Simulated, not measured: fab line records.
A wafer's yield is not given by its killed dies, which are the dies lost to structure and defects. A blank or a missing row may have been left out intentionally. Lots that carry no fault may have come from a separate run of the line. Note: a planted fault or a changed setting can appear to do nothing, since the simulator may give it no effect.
Which tool did it? ; flow gf180mcu ; Sampling: 13 lots, 38 wafers, 3 of 602 route steps

WHAT THE GAUGES READ, wafer by wafer
GF_STI_THK_MEAS_02. Usual: STI_OXIDATION_THK 9.98 nm, standard deviation 0.2.
lot;measured;on;STI_OXIDATION_THK (nm);flag
L338;day 1 12:36;film_metro-03;9.72 9.65 9.60;
L340;day 1 21:32;film_metro-03;9.89 10.07 9.81;
L341;day 2 02:31;film_metro-04;10.05 10.08 10.13;
L342;day 2 08:44;film_metro-04;10.10 10.33 9.92;
L343;day 2 12:31;film_metro-04;9.79 9.75 9.66;
L345;day 2 22:42;film_metro-01;10.00 9.86 9.93;
L346;day 3 05:25;film_metro-04;10.26 10.26 10.23;
L347;day 3 09:46;film_metro-01;9.79 9.85 9.72;
L348;day 3 14:00;film_metro-03;9.79 9.99 9.93;
L349;day 3 19:11;film_metro-04;9.89 10.12 9.90;
L350;day 3 23:31;film_metro-04;9.99 10.21 10.07;
L356;day 5 05:32;film_metro-03;9.83 9.83;
L357;day 5 10:31;film_metro-04;10.27 10.37 10.48;

GF_M2_RS_MEAS_05: measurement is done with a four-point probe. Usual: M2_ALCU_RS 0.0696 ohm/sq, standard deviation 0.00063.
lot;measured;on;M2_ALCU_RS (ohm/sq);flag
L338;day 18 19:29;film_metro-01;0.0701 0.0692 0.0693;
L340;day 19 23:17;film_metro-04;0.0699 0.0701 0.0694;
L341;day 20 03:17;film_metro-02;0.0702 0.0694 0.0702;
L342;day 20 20:44;film_metro-04;0.0697 0.0696 0.0697;
L343;day 20 18:02;film_metro-02;0.0696 0.0690 0.0696;
L345;day 21 11:59;film_metro-04;0.0699 0.0696 0.0699;
L346;day 21 20:47;film_metro-02;0.0707 0.0699 0.0696;
L347;day 22 03:58;film_metro-02;0.0705 0.0695 0.0706;
L348;day 22 17:01;film_metro-02;0.0708 0.0699 0.0704;
L349;day 22 23:10;film_metro-04;0.0685 0.0692 0.0692;
L350;day 23 08:05;film_metro-04;0.0692 0.0697 0.0683;
L356;day 25 04:09;film_metro-04;0.0718 0.0708;
L357;day 25 08:34;film_metro-04;0.0705 0.0720 0.0706;

WHICH TOOL RAN EACH LOT (tool, then ch and the chambers of the sampled wafers, then the start)
lot;GF_M2_SPUTTER_02
L338;pvd_sputter-01, day 18 19:22
L340;pvd_sputter-01, day 19 23:08
L341;pvd_sputter-02, day 20 03:11
L342;pvd_sputter-03, day 20 20:35
L343;pvd_sputter-02, day 20 17:56
L345;pvd_sputter-02, day 21 11:53
L346;pvd_sputter-02, day 21 20:40
L347;pvd_sputter-01, day 22 03:53
L348;pvd_sputter-03, day 22 16:55
L349;pvd_sputter-03, day 22 23:01
L350;pvd_sputter-03, day 23 07:58
L356;pvd_sputter-03, day 25 04:00
L357;pvd_sputter-03, day 25 08:27
- GF_M2_SPUTTER_02: material AlCu, target thk 450 nm, time 23.9 s.

WHAT THE TOOLS THEMSELVES READ (means of the sampled wafers that have a number; where no wafer has one, the mark that the record gives instead)
GF_M2_SPUTTER_02. Usual: throttle_valve_pct 30.4 %, standard deviation 1.
lot;tool;throttle_valve_pct (%);flag
L338;pvd_sputter-01;30.4;
L340;pvd_sputter-01;31.0;
L341;pvd_sputter-02;29.8;
L342;pvd_sputter-03;31.4;
L343;pvd_sputter-02;29.4;
L345;pvd_sputter-02;29.6;
L346;pvd_sputter-02;29.9;
L347;pvd_sputter-01;30.9;
L348;pvd_sputter-03;31.3;
L349;pvd_sputter-03;32.1;
L350;pvd_sputter-03;31.0;
L356;pvd_sputter-03;30.6;
L357;pvd_sputter-03;31.4;

THE ANSWER, worked out from the rows above alone
Rule: a lot is off if the mean of its wafers that have a number lies more than 3 standard deviations from the usual mean. Also off: a lot with no number at a reading for which 4 or more lots have one. All remaining lots with rows at the step are treated as sound. The gauges are gone through in route order, then the tools' own readings, and for those a lot's mean is taken as printed above. At the first step where some lot is off, the reading lying furthest off is the one used; lots without a number count as furthest.
Across all readings shown, no lot is off: no conclusion can be drawn from this.

WHAT THE SIMULATOR PUT IN
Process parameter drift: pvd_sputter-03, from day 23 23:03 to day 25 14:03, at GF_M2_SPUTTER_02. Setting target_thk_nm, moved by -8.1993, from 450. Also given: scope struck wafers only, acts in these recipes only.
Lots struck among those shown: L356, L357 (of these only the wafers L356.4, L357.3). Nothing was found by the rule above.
